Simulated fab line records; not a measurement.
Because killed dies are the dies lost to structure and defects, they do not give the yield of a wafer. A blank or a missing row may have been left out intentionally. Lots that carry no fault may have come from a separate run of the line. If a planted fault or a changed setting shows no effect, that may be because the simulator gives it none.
fab line records | flow sky130
record: lots: 12 | wafers: 36 | lastDay: 50
route steps=708 shown VIA3@597 METAL4@629 PAD_OPEN@708
lots with no fault: from the same line, run without faults
startH: start of the lot's first displayed wafer, in hours after the record's first day | waitH: hours since the lot's step before | " same as the row above | L1.1+2: a row that stands for several wafers | - either no value or no given start | * or withheld: withheld | < > ~ a bound
route shown NAME@n: NAME is a module with steps in the file, n the number in the route of the first one | usual: mean/standard deviation taken from wafers without a fault | same: alike in all rows | chamber/n: place in a boat | sites: readings site by site | _std_site: standard deviation across them | _edge_site: mean of outer sites minus mean of inner sites | radiusMm: for every site, how far away it sits from the centre of the wafer | mask NAME#n: copy n | behind: tool/chamber where the wafer was last shaped | hold: cause of the lot's hold/its duration in hours/its outcome | device: whichever transistor did not switch (one of n, p or np) | end of line: tests of these same wafers at the route's end | step lacking rows: just its recipe | killed: the dies lost at the first sort to structure and to defects; this is not the yield of the wafer | map: shows each die of a wafer: x if killed, . if not, _ if none is there
set.NAME: the setting as run; set.NAME@STEP: as run at that earlier step | model.NAME: the simulator's own value behind a step, which no gauge read
the route's steps for a sample of lots (tables are steps, rows are wafers)
services: from which hour (startH, from the record's first day; less than 0 if before it) a tool's chamber was out of use, for how many hours, and why
== steps ==
step: SKY_VIA3_CMP_24
recipe: stopOn: SiO2 | tOverpolishS: 20 | downForcePsi: 3.5 | platenRpm: 60 | targetThkNm: 0 | padVelocityMS: 0.94248
usual: motorCurrentA: 10.6/1 | overpolishRunS: 20.001/0.01 | slurryFilterDpKPa: 13.52/0.13 | timeToEndpointS: 93/4.6
lot.wafer | tool   | chamber | startH  | waitH | motorCurrentA | overpolishRunS | slurryFilterDpKPa | timeToEndpointS
L396.3    | cmp-02 | 3       | 939.45  | 0.0   | 10.1          | 20.006         | 13.72             | 83
L396.1    | "      | 0       | "       | "     | 10.0          | 19.986         | 13.42             | 87
L396.2    | "      | 1       | "       | "     | 10.1          | 20.001         | 13.39             | 89
L397.4    | cmp-01 | 2       | 940.80  | 0.1   | 9.6           | 19.995         | 13.67             | 101
L397.2    | "      | 0       | "       | "     | 11.8          | 20.010         | 13.60             | 103
L397.5    | "      | 2       | "       | "     | 10.2          | 19.994         | 13.71             | 102
L398.4    | cmp-02 | 0       | 943.84  | 0.2   | 9.9           | 20.002         | 13.31             | 93
L398.6    | "      | 1       | "       | "     | 10.3          | 20.020         | 13.38             | 91
L398.5    | "      | 2       | "       | "     | 11.5          | 19.998         | 13.67             | 90
L399.1    | cmp-02 | 1       | 947.38  | 0.1   | 10.2          | 19.993         | 13.69             | 90
L399.4    | "      | 3       | "       | "     | 9.8           | 19.989         | 13.58             | 86
L399.5    | "      | 2       | "       | "     | 11.5          | 19.995         | 13.40             | 89
L400.2    | cmp-02 | 2       | 951.41  | 0.0   | 11.1          | 20.008         | 13.53             | 92
L400.4    | "      | 1       | "       | "     | 10.6          | 20.002         | 13.60             | 92
L400.6    | "      | 2       | "       | "     | 11.1          | 20.008         | 13.81             | 94
L401.1    | cmp-02 | 3       | 967.56  | 0.1   | 9.6           | 19.991         | 13.60             | 83
L401.2    | "      | 2       | "       | "     | 10.8          | 20.017         | 13.37             | 91
L401.6    | "      | 0       | "       | "     | 10.1          | 20.011         | 13.49             | 93
L403.3    | cmp-02 | 3       | 980.73  | 0.0   | 9.7           | 20.001         | 13.45             | 86
L403.4    | "      | 0       | "       | "     | 10.1          | 19.984         | 13.55             | 92
L403.2    | "      | 1       | "       | "     | 9.9           | 20.008         | 13.39             | 91
L409.2    | cmp-01 | 0       | 1025.93 | 0.0   | 12.3          | 0.041          | 13.31             | 151
L409.4    | "      | 2       | "       | "     | 9.5           | 19.999         | 13.64             | 99
L409.5    | "      | 1       | "       | "     | 9.7           | 0.036          | 13.25             | 151
L411.4    | cmp-01 | 3       | 1037.69 | 0.0   | 12.6          | 20.000         | 13.47             | 92
L411.3    | "      | 1       | "       | "     | 9.9           | 20.011         | 13.46             | 91
L411.2    | "      | 2       | "       | "     | 10.1          | 0.036          | 13.46             | 149
L412.2    | cmp-02 | 3       | 1041.83 | 0.0   | 9.9           | 19.987         | 13.55             | 92
L412.1    | "      | 1       | "       | "     | 11.1          | 19.995         | 13.48             | 93
L412.5    | "      | 0       | "       | "     | 9.7           | 19.986         | 13.33             | 97
L416.1    | cmp-02 | 3       | 1056.20 | 0.2   | 9.4           | 20.007         | 13.46             | 87
L416.5    | "      | 0       | "       | "     | 10.2          | 20.002         | 13.52             | 90
L416.6    | "      | 1       | "       | "     | 10.1          | 19.998         | 13.49             | 87
L418.1    | cmp-02 | 1       | 1072.80 | 0.1   | 10.4          | 19.990         | 13.64             | 93
L418.4    | "      | 2       | "       | "     | 10.9          | 20.000         | 13.55             | 92
L418.2    | "      | 3       | "       | "     | 9.8           | 19.996         | 13.44             | 92
step: SKY_METAL4_CD_MEAS_13
recipe: targetCdNm: 300
usual: cdNm: 299.9/1.6
lot.wafer | tool     | chamber | startH  | waitH | cdNm
L396.1    | cdSem-01 | -       | 989.14  | -     | 301.3
L396.2    | "        | -       | "       | "     | 299.7
L396.3    | "        | -       | "       | "     | 301.9
L397.2    | cdSem-01 | -       | 989.75  | -     | 300.2
L397.4    | "        | -       | "       | "     | 301.2
L397.5    | "        | -       | "       | "     | 301.4
L398.4    | cdSem-01 | -       | 992.55  | -     | 299.5
L398.5    | "        | -       | "       | "     | 300.1
L398.6    | "        | -       | "       | "     | 297.7
L399.1    | cdSem-01 | -       | 995.92  | -     | 300.1
L399.4    | "        | -       | "       | "     | 301.3
L399.5    | "        | -       | "       | "     | 300.0
L400.2    | cdSem-01 | -       | 998.81  | -     | 299.2
L400.4    | "        | -       | "       | "     | 299.2
L400.6    | "        | -       | "       | "     | 299.9
L401.1    | cdSem-01 | -       | 1015.52 | -     | 299.7
L401.2    | "        | -       | "       | "     | 299.7
L401.6    | "        | -       | "       | "     | 299.8
L403.2    | cdSem-01 | -       | 1027.80 | -     | 298.8
L403.3    | "        | -       | "       | "     | 298.6
L403.4    | "        | -       | "       | "     | 297.6
L409.4    | cdSem-01 | -       | 1070.49 | -     | 299.3
L411.3    | cdSem-02 | -       | 1082.57 | -     | 300.4
L411.4    | "        | -       | "       | "     | 301.1
L412.1    | cdSem-01 | -       | 1085.54 | -     | 299.5
L412.2    | "        | -       | "       | "     | 298.5
L412.5    | "        | -       | "       | "     | 299.1
L416.1    | cdSem-01 | -       | 1099.36 | -     | 300.9
L416.5    | "        | -       | "       | "     | 300.0
L416.6    | "        | -       | "       | "     | 300.2
L418.1    | cdSem-02 | -       | 1114.76 | -     | 298.4
L418.2    | "        | -       | "       | "     | 298.5
L418.4    | "        | -       | "       | "     | 299.4
step: SKY_PAD_OPEN_PROBE_99
usual: defectLimitedYield: 82.3/1.9 | killed_at_M0_to_M3: 44/6.9 | killed_at_M4_up: 3.3/2.1 | killedAtContacts: 24/4.8 | killedAtFrontEnd: 15/4.4 | killedAtOther: 0.2/0.48 | killedDies: 87/9.5 | killedOnRim: 17/4 | killedOpen: 48/6.5 | killedShort: 39/6.3 | sort_bin_3_pad_short: 0.9/0.48 | sort_bin_5_function: 10.5/1.5 | sort_bin_6_memory: 6.3/1.1 | sortNPass: 405/9.5 | sortYieldPct: 82.3/1.9
same: grossDies: 492 | killedAtBackSide: 0 | sort_bin_4_leakage[%]: 0 | sort_bin_8_speed[%]: 0
lot.wafer | tool      | chamber | startH  | waitH | hold                    | defectLimitedYield[%] | killed_at_M0_to_M3 | killed_at_M4_up | killedAtContacts | killedAtFrontEnd | killedAtOther | killedDies | killedOnRim | killedOpen | killedShort | sort_bin_3_pad_short[%] | sort_bin_5_function[%] | sort_bin_6_memory[%] | sortNPass | sortYieldPct[%]
L398.4    | prober-01 | -       | 1086.18 | 0.2   | -                       | 82.7                  | 43                 | 3               | 28               | 11               | 0             | 85         | 13          | 52         | 33          | 0.8                     | 10.8                   | 5.7                  | 407       | 82.7
L398.5    | prober-01 | -       | 1086.23 | 0.2   | -                       | 79.5                  | 47                 | 3               | 25               | 26               | 0             | 101        | 18          | 59         | 42          | 0                       | 13.0                   | 7.5                  | 391       | 79.5
L398.6    | prober-01 | -       | 1086.28 | 0.2   | -                       | 83.1                  | 42                 | 2               | 28               | 11               | 0             | 83         | 20          | 57         | 26          | 0.4                     | 9.1                    | 7.3                  | 409       | 83.1
L400.2    | prober-02 | -       | 1092.85 | 0.1   | -                       | 80.7                  | 53                 | 7               | 21               | 14               | 0             | 95         | 19          | 54         | 41          | 1.2                     | 12.0                   | 6.1                  | 397       | 80.7
L400.4    | prober-02 | -       | 1092.95 | 0.2   | -                       | 80.5                  | 51                 | 3               | 25               | 16               | 1             | 96         | 18          | 50         | 46          | 0.4                     | 12.2                   | 6.9                  | 396       | 80.5
L400.6    | prober-02 | -       | 1093.05 | 0.2   | -                       | 83.5                  | 33                 | 3               | 34               | 11               | 0             | 81         | 10          | 43         | 38          | 0.2                     | 10.8                   | 5.5                  | 411       | 83.5
L403.2    | prober-01 | -       | 1118.27 | 0.1   | -                       | 82.1                  | 46                 | 2               | 28               | 12               | 0             | 88         | 20          | 49         | 39          | 0.6                     | 11.0                   | 6.3                  | 404       | 82.1
L403.3    | prober-01 | -       | 1118.32 | 0.2   | -                       | 83.7                  | 42                 | 1               | 19               | 17               | 1             | 80         | 13          | 50         | 30          | 0.4                     | 10.4                   | 5.5                  | 412       | 83.7
L403.4    | prober-01 | -       | 1118.37 | 0.2   | -                       | 81.9                  | 44                 | 3               | 28               | 14               | 0             | 89         | 17          | 53         | 36          | 0.8                     | 9.6                    | 7.7                  | 403       | 81.9
L409.2    | prober-01 | -       | 1155.21 | 0.1   | awaitDispo/0.2h/release | 0                     | 455                | 2               | 25               | 10               | 0             | 492        | 96          | 49         | 37          | 83.7                    | 11.0                   | 5.3                  | 0         | 0
L409.4    | prober-01 | -       | 1155.31 | 0.2   | awaitDispo/0.2h/release | 82.1                  | 51                 | 1               | 24               | 12               | 0             | 88         | 16          | 47         | 41          | 0.2                     | 11.6                   | 6.1                  | 404       | 82.1
L409.5    | prober-01 | -       | 1155.36 | 0.2   | awaitDispo/0.2h/release | 0                     | 454                | 1               | 28               | 9                | 0             | 492        | 96          | 46         | 39          | 84.3                    | 9.3                    | 6.3                  | 0         | 0
L411.2    | prober-01 | -       | 1165.71 | 0.1   | awaitDispo/1.8h/release | 0                     | 435                | 5               | 31               | 21               | 0             | 492        | 96          | 55         | 53          | 78.5                    | 14.0                   | 7.5                  | 0         | 0
L411.3    | prober-01 | -       | 1165.76 | 0.2   | awaitDispo/1.8h/release | 82.5                  | 49                 | 2               | 23               | 12               | 0             | 86         | 26          | 45         | 41          | 1.2                     | 10.4                   | 5.9                  | 406       | 82.5
L411.4    | prober-01 | -       | 1165.81 | 0.2   | awaitDispo/1.8h/release | 81.5                  | 48                 | 2               | 23               | 18               | 0             | 91         | 15          | 52         | 39          | 1.0                     | 10.8                   | 6.7                  | 401       | 81.5
L412.1    | prober-02 | -       | 1168.12 | 0.1   | -                       | 83.5                  | 45                 | 4               | 23               | 9                | 0             | 81         | 22          | 41         | 39          | 1.2                     | 9.6                    | 5.7                  | 411       | 83.5
L412.2    | prober-02 | -       | 1168.17 | 0.1   | -                       | 81.3                  | 55                 | 1               | 19               | 16               | 1             | 92         | 21          | 42         | 50          | 1.4                     | 11.6                   | 5.7                  | 400       | 81.3
L412.5    | prober-02 | -       | 1168.32 | 0.2   | -                       | 83.1                  | 43                 | 5               | 24               | 11               | 0             | 83         | 14          | 49         | 33          | 0.6                     | 10.2                   | 6.1                  | 409       | 83.1
L418.1    | prober-02 | -       | 1191.25 | 0.1   | -                       | 83.5                  | 42                 | 4               | 21               | 14               | 0             | 81         | 15          | 46         | 35          | 0.4                     | 10.4                   | 5.7                  | 411       | 83.5
L418.2    | prober-02 | -       | 1191.30 | 0.1   | -                       | 84.3                  | 42                 | 5               | 21               | 9                | 0             | 77         | 15          | 37         | 40          | 0.8                     | 8.3                    | 6.5                  | 415       | 84.3
L418.4    | prober-02 | -       | 1191.40 | 0.2   | -                       | 80.7                  | 46                 | 2               | 30               | 17               | 0             | 95         | 19          | 58         | 37          | 0.2                     | 12.0                   | 7.1                  | 397       | 80.7
killed by level:class
L398.4 VIA1:geometricParticle:open=16 CONTACT:geometricParticle:open=11 LI_CONTACT:geometricParticle:open=7 METAL1:geometricParticle:short=7 VIA2:geometricParticle:open=6 CONTACT:geometricParticle:short=5 VIA1:geometricParticle:short=5 FIELD_ISO:geometricParticle:open=4
L398.5 VIA1:geometricParticle:open=10 CONTACT:geometricParticle:open=9 FIELD_ISO:geometricParticle:open=8 VIA3:geometricParticle:open=8 CONTACT:geometricParticle:short=7 LI_CONTACT:geometricParticle:open=6 METAL2:geometricParticle:short=6 FIELD_ISO:geometricParticle:short=5
L398.6 CONTACT:geometricParticle:open=12 LI_CONTACT:geometricParticle:open=11 VIA1:geometricParticle:open=9 VIA3:geometricParticle:open=7 VIA2:geometricParticle:open=5 CONTACT:geometricParticle:short=4 METAL1:geometricParticle:short=4 METAL2:geometricParticle:short=4
L400.2 VIA1:geometricParticle:open=16 METAL2:geometricParticle:short=9 CONTACT:geometricParticle:open=8 POLY_GATE:geometricParticle:short=6 VIA2:geometricParticle:open=6 VIA3:geometricParticle:open=6 LI_CONTACT:geometricParticle:open=5 VIA1:geometricParticle:short=5
L400.4 METAL1:geometricParticle:short=10 VIA1:geometricParticle:open=10 CONTACT:geometricParticle:open=9 VIA2:geometricParticle:open=9 VIA3:geometricParticle:open=7 CONTACT:geometricParticle:short=6 FIELD_ISO:geometricParticle:open=5 METAL2:geometricParticle:short=4
L400.6 CONTACT:geometricParticle:open=11 LI_CONTACT:geometricParticle:open=9 VIA1:geometricParticle:open=9 CONTACT:geometricParticle:short=8 VIA3:geometricParticle:open=8 METAL2:geometricParticle:short=5 POLY_GATE:geometricParticle:open=4 LI_CONTACT:geometricParticle:short=4
L403.2 CONTACT:geometricParticle:open=16 VIA1:geometricParticle:open=11 METAL1:geometricParticle:short=10 CONTACT:geometricParticle:short=6 VIA3:geometricParticle:short=5 FIELD_ISO:geometricParticle:short=4 POLY_GATE:geometricParticle:open=4 VIA1:geometricParticle:short=4
L403.3 VIA1:geometricParticle:open=12 VIA2:geometricParticle:open=11 CONTACT:geometricParticle:open=6 METAL2:geometricParticle:short=6 CONTACT:geometricParticle:short=5 VIA3:geometricParticle:open=5 POLY_GATE:geometricParticle:short=4 LI_CONTACT:geometricParticle:open=4
L403.4 CONTACT:geometricParticle:open=12 VIA1:geometricParticle:open=12 METAL1:geometricParticle:short=9 LI_CONTACT:geometricParticle:open=6 VIA2:geometricParticle:open=6 FIELD_ISO:geometricParticle:open=4 CONTACT:geometricParticle:short=4 METAL2:geometricParticle:short=4
L409.2 VIA3:areaCmp=406 VIA1:geometricParticle:open=14 CONTACT:geometricParticle:open=10 LI_CONTACT:geometricParticle:open=7 VIA2:geometricParticle:short=6 VIA3:geometricParticle:open=5 METAL1:geometricParticle:short=5 METAL2:geometricParticle:short=5
L409.4 CONTACT:geometricParticle:open=13 VIA1:geometricParticle:open=12 CONTACT:geometricParticle:short=7 METAL2:geometricParticle:short=7 METAL1:geometricParticle:short=7 VIA2:geometricParticle:open=7 VIA2:geometricParticle:short=5 VIA3:geometricParticle:open=4
L409.5 VIA3:areaCmp=407 CONTACT:geometricParticle:open=11 VIA1:geometricParticle:open=8 VIA3:geometricParticle:open=7 METAL2:geometricParticle:short=6 CONTACT:geometricParticle:short=5 VIA2:geometricParticle:open=5 METAL3:geometricParticle:short=5
L411.2 VIA3:areaCmp=384 CONTACT:geometricParticle:open=14 VIA1:geometricParticle:open=11 FIELD_ISO:geometricParticle:short=8 METAL2:geometricParticle:short=7 VIA1:geometricParticle:short=7 VIA3:geometricParticle:open=7 LI_CONTACT:geometricParticle:open=6
L411.3 CONTACT:geometricParticle:open=13 VIA1:geometricParticle:open=12 VIA1:geometricParticle:short=10 VIA2:geometricParticle:open=8 METAL1:geometricParticle:short=7 FIELD_ISO:geometricParticle:open=4 LI_CONTACT:geometricParticle:open=4 CONTACT:geometricParticle:short=4
L411.4 CONTACT:geometricParticle:open=11 VIA1:geometricParticle:open=9 FIELD_ISO:geometricParticle:short=8 VIA2:geometricParticle:open=8 VIA3:geometricParticle:open=8 METAL2:geometricParticle:short=7 FIELD_ISO:geometricParticle:open=6 VIA1:geometricParticle:short=6
L412.1 CONTACT:geometricParticle:open=9 VIA3:geometricParticle:open=8 VIA1:geometricParticle:open=8 FIELD_ISO:geometricParticle:short=5 LI_CONTACT:geometricParticle:open=5 METAL1:geometricParticle:short=5 METAL3:geometricParticle:short=5 METAL4:geometricParticle:short=4
L412.2 VIA1:geometricParticle:short=12 METAL1:geometricParticle:short=10 VIA2:geometricParticle:open=8 VIA3:geometricParticle:open=8 POLY_GATE:geometricParticle:short=6 CONTACT:geometricParticle:short=6 FIELD_ISO:geometricParticle:open=5 LI_CONTACT:geometricParticle:open=5
L412.5 CONTACT:geometricParticle:open=8 METAL1:geometricParticle:short=8 LI_CONTACT:geometricParticle:open=7 VIA2:geometricParticle:open=7 VIA3:geometricParticle:open=7 VIA1:geometricParticle:open=6 CONTACT:geometricParticle:short=4 METAL2:geometricParticle:short=4
L418.1 VIA1:geometricParticle:open=9 CONTACT:geometricParticle:open=7 VIA3:geometricParticle:open=6 VIA2:geometricParticle:open=6 LI_CONTACT:geometricParticle:open=6 LOCAL_INTERCONNECT:geometricParticle:short=4 VIA1:geometricParticle:short=4 FIELD_ISO:geometricParticle:open=3
L418.2 VIA1:geometricParticle:open=9 METAL2:geometricParticle:short=5 LI_CONTACT:geometricParticle:short=5 LOCAL_INTERCONNECT:geometricParticle:short=5 CONTACT:geometricParticle:open=5 METAL3:geometricParticle:short=5 METAL4:geometricParticle:short=5 LI_CONTACT:geometricParticle:open=4
L418.4 LI_CONTACT:geometricParticle:open=14 VIA1:geometricParticle:open=12 CONTACT:geometricParticle:open=7 VIA1:geometricParticle:short=6 POLY_GATE:geometricParticle:open=5 FIELD_ISO:geometricParticle:open=4 METAL1:geometricParticle:short=4 VIA2:geometricParticle:short=4
== services ==
tool   | chamber | startH  | hours | kind
cmp-02 | -       | 916.00  | -     | consumableReplace:conditioner
cmp-02 | -       | 916.00  | -     | consumableReplace:pad
cmp-02 | -       | 991.63  | 1.6   | repair
cmp-02 | -       | 995.96  | 5.6   | repair
cmp-02 | -       | 1005.46 | 4.9   | pm
cmp-02 | -       | 1026.25 | 1.8   | repair
cmp-01 | -       | 1041.87 | 1.3   | repair
== key ==
firstSign: step: SKY_VIA3_CMP_24 | reading: overpolishRunS | direction: down | sigmas: 99+ | usual: 20.001 | struck: 0.038
effect: step: SKY_VIA3_CMP_24 | reading: timeToEndpointS | direction: up | sigmas: 12 | usual: * | struck: *
effect: step: SKY_PAD_OPEN_PROBE_99 | reading: sort_bin_3_pad_short | direction: up | sigmas: 99+ | usual: 0.9 | struck: 82.2
moreKillsBornAt: SKY_VIA3_CMP_24@cmp-01: 1197
metAt SKY_VIA3_CMP_24
struckLots L409,L411
struckWafers L409.2,L409.5,L411.2
laterRowsLeftOut L409.2,L409.5,L411.2
notActingAt SKY_METAL4_CD_MEAS_13
onsetBetween 940.80 1025.93
fault: kind: processParameterDrift | tool: cmp-01 | chamber: - | onsetH: 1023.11 | steps: SKY_VIA3_CMP_24 | channel: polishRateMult | offset: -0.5 | shape: step | endH: 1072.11 | scope: struckWafersOnly
laterRowsLeftOut: the simulator's readings of these wafers behind a module that went badly wrong aren't trusted and aren't shown, but for the sort
